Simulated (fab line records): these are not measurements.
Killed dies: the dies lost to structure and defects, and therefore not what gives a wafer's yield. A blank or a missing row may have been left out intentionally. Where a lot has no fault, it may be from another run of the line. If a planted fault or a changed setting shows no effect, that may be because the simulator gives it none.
Comparing a struck lot with a sound one | flow sky130 | 16 steps out of a route of 708
Sound: these wafers, L855.1, L855.2, L855.5. Struck: wafer L875.2. (L875.4, L875.6 of the same lot were not struck and are left out.) The cause comes at the end.
Order at every step that has rows: each side's tool, ch and its chambers, its first start. Under that, the readings that differ: sound wafers | struck wafers | difference of the means | sigmas: that difference in standard deviations of wafers without a fault.
alike: a reading whose means differ by less than 2 such deviations, as well as words and numbers matching on both sides. not compared: withheld readings; readings where some wafer has no value; bounds like >300 that might hide an equal value; numbers whose values overlap and for which the record gives no deviation.
Wherever a step has rows on one side only, a row that says differs or no value, or a row with sigmas, the two part there. Numbers that don't overlap but have no deviation are shown without sigmas and don't part them. A reading that every wafer of one side lacks parts them only if that side has two wafers or more.

first, 3 steps without rows for these wafers: SKY_METAL1_EXPOSE_12 (exposes mask MM1, target cd 140 nm); SKY_METAL1_PEB_13; SKY_METAL1_DEVELOP_14 (develop time 60 s).
SKY_METAL1_CD_MEAS_15: target cd 140 nm.
  sound on cdSem-01 at day 32 16:18; struck on cdSem-01 at day 39 19:47
reading   | sound             | struck | difference | sigmas
cdNm (nm) | 142.5 142.8 143.4 | 139.3  | -3.6       | -3
SKY_METAL1_OVL_MEAS_16:
  sound on overlay-01 at day 32 16:25; struck on overlay-01 at day 39 19:53
  alike: METAL1_OVL
SKY_METAL1_DESCUM_17: chemistry O2, time 8 s.
  sound on rieMetal-01 ch 0,1, day 32 16:27; struck on rieMetal-01 ch 0, day 39 19:55
  alike: drypumpMotorCurrentA, oesProductAu
  not compared: rfHoursCounterH
SKY_METAL1_ETCH_18: etches BARC in N2/H2, stops on SiO2, time 45.9 s, target depth 60 nm.
  sound on rieMetal-01 ch 0,1, day 32 16:29; struck on rieMetal-01 ch 0, day 39 19:58
  alike: drypumpMotorCurrentA, oesProductAu, throttleValvePct
  not compared: rfHoursCounterH
SKY_METAL1_METAL_ETCH_19: etches the open film in Cl2/BCl3, stops on SiO2, target depth 360 nm, time 78 s.
  sound on rieMetal-01 ch 0,1, day 32 16:33; struck on rieMetal-01 ch 0, day 39 20:01
  alike: drypumpMotorCurrentA, oesProductAu, throttleValvePct
  not compared: rfHoursCounterH
SKY_METAL1_STRIP_20: strips in O2/N2.
  sound on plasmaAsher-02 ch 0,1, day 32 16:38; struck on plasmaAsher-03 ch 0, day 39 20:07
  alike: drypumpMotorCurrentA, oesProductAu, stripTimeToEndpointS
  not compared: rfHoursCounterH
then, 3 steps without rows for these wafers: SKY_METAL1_STRIP_21 (strips in post etch residue remover, time 1200 s); SKY_METAL1_CLEAN_22 (cleans in IPA, time 180 s); SKY_METAL1_CLEAN_23 (cleans in O3/DIW).
SKY_VIA1_HDPCVD_00: deposits SiO2, target thk 1030 nm, time 171.7 s.
  sound on hdpcvd-02 ch 0,1,2, day 32 17:14; struck on hdpcvd-01 ch 0, day 39 20:49
reading                                 | sound             | struck | difference | sigmas
sih4FlowSccm (sccm)                     | 60.38 59.89 59.73 | 30.09  | -29.91     | -99 or more
model.SiO2_of_VIA1_HDPCVD_00.thkNm (nm) | 1024 1038 1035    | 514.7  | -517.6     | 
SKY_VIA1_THK_MEAS_01:
  sound on filmMetro-01 at day 32 17:20; struck on filmMetro-01 at day 39 20:56
reading              | sound          | struck | difference | sigmas
VIA1_HDPCVD_THK (nm) | 1024 1038 1036 | 515    | -518       | -52
SKY_VIA1_CMP_02: polishes SiO2.
  sound on cmp-02 ch 1,2, day 32 17:27; struck on cmp-02 ch 2, day 39 20:59
  alike: motorCurrentA, platenRpm, retainingRingPressureFrac, slurryFilterDpKPa
-- the record jumps here: 11 days lie between the struck wafers' starts before and after (it left off in module VIA1 and takes up again in module PAD_OPEN, whose first step shown is number 708 of the route) --
SKY_PAD_OPEN_PROBE_99:
  sound on prober-02 at day 45 16:02; struck on prober-01 at day 50 21:38
reading                               | sound                | struck    | difference | sigmas
killedOpen                            | 66 48 54             | 40        | -16        | -2
killedShort                           | 34 36 32             | 50        | +16        | +2
model.etest.tester.sortNPass          | 392 407 405          | 257       | -144       | 
model.etest.tester.sortYieldPct (%)   | 79.67 82.72 82.32    | 52.24     | -29.33     | 
model.etest.tester.sort_bin_3_pct (%) | 1.626 0.6098 0.4065  | 30.08     | +29.20     | 
model.etest.met2Comb.leakLog10AUm     | -12.02 -12.03 -11.98 | -7.381    | +4.629     | 
model.etest.tester.sort_bin_8_pct (%) | 0 0 0                | 0.0002792 | +0.0002792 | 
  alike: defectLimitedYield, killed_at_M0_to_M3, killed_at_M4_up, killedAtContacts, killedAtFrontEnd, killedAtOther, killedDies

WHERE THEY PART
First at SKY_METAL1_CD_MEAS_15; last, within this record, at SKY_PAD_OPEN_PROBE_99.

WHY: the cause the simulator had injected
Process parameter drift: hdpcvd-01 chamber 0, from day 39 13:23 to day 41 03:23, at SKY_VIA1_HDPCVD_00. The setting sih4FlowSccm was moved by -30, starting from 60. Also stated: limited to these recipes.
